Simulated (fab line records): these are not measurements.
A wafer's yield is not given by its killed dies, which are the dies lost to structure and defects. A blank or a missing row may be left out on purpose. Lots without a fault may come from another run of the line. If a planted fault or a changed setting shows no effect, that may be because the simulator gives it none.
Which tool was responsible? / flow gf180mcu / 17 wafers from 6 lots sampled at 4 of the route's 602 steps

## WHAT THE GAUGES READ, wafer by wafer
GF_M2_OVL_MEAS_15.
lot=L602; measured=day 19 16:27; on=overlay-01; M2_OVL (nm)=2 4 -3
lot=L604; measured=day 20 13:23; on=overlay-02; M2_OVL (nm)=-1 -7 -3
lot=L607; measured=day 21 16:59; on=overlay-02; M2_OVL (nm)=10 4 13
lot=L609; measured=day 22 17:34; on=overlay-01; M2_OVL (nm)=3 2 3
lot=L614; measured=day 24 12:46; on=overlay-02; M2_OVL (nm)=-2 3 -3
lot=L619; measured=day 26 08:01; on=overlay-01; M2_OVL (nm)=11 4

## EACH LOT AND THE TOOL THAT RAN IT (in order: tool; ch and the chambers of the sampled wafers; start)
lot=L602; GF_DNWELL_COAT_02=lithoTrack-01 ch 0, day 2 23:13; GF_DNWELL_STRIP_08=plasmaAsher-02 ch 0,1, day 3 05:50; GF_V1_ETCH_16=rieDiel-04 ch 1,2,3, day 18 14:25
lot=L604; GF_DNWELL_COAT_02=lithoTrack-01 ch 0, day 3 09:02; GF_DNWELL_STRIP_08=plasmaAsher-02 ch 1, day 3 16:11; GF_V1_ETCH_16=rieDiel-02 ch 0,1,2, day 19 11:19
lot=L607; GF_DNWELL_COAT_02=lithoTrack-04 ch 0, day 3 23:18; GF_DNWELL_STRIP_08=plasmaAsher-01 ch 0,1, day 4 06:23; GF_V1_ETCH_16=rieDiel-02 ch 0,1,2, day 20 14:59
lot=L609; GF_DNWELL_COAT_02=lithoTrack-03 ch 0, day 4 11:34; GF_DNWELL_STRIP_08=plasmaAsher-01 ch 0,1, day 4 19:10; GF_V1_ETCH_16=rieDiel-04 ch 0,1,3, day 21 16:59
lot=L614; GF_DNWELL_COAT_02=lithoTrack-01 ch 0, day 5 13:20; GF_DNWELL_STRIP_08=plasmaAsher-02 ch 0,1, day 5 21:25; GF_V1_ETCH_16=rieDiel-03 ch 0,2,3, day 23 12:15
lot=L619; GF_DNWELL_COAT_02=lithoTrack-01 ch 0, day 6 15:35; GF_DNWELL_STRIP_08=plasmaAsher-01 ch 0,1, day 6 23:13; GF_V1_ETCH_16=rieDiel-04 ch 1,2, day 25 08:28
- GF_DNWELL_COAT_02: resist thk 3000 nm.
- GF_DNWELL_STRIP_08: strips in O2/N2.
- GF_V1_ETCH_16: etches BARC in N2/H2.

## THE ANSWER, worked out from the rows above alone
Rule: what is usual is taken from the lots themselves. Put in order of their means at a reading, lots are off if they are a third of the lots or fewer, leave a main group of 4 or more, and stand apart from it by a gap of 3 or more times the standard deviation of the main group's means; of several such gaps the widest counts. The tables above print the reading to a certain number of digits; a main group whose means all agree to those digits is not used. A lot without any number at a reading at which 4 lots or more have one is off too. The other lots that the step has rows for count as sound.
Across all readings shown, no lot is off: no conclusion can be drawn from this.

## WHAT WAS PUT IN BY THE SIMULATOR
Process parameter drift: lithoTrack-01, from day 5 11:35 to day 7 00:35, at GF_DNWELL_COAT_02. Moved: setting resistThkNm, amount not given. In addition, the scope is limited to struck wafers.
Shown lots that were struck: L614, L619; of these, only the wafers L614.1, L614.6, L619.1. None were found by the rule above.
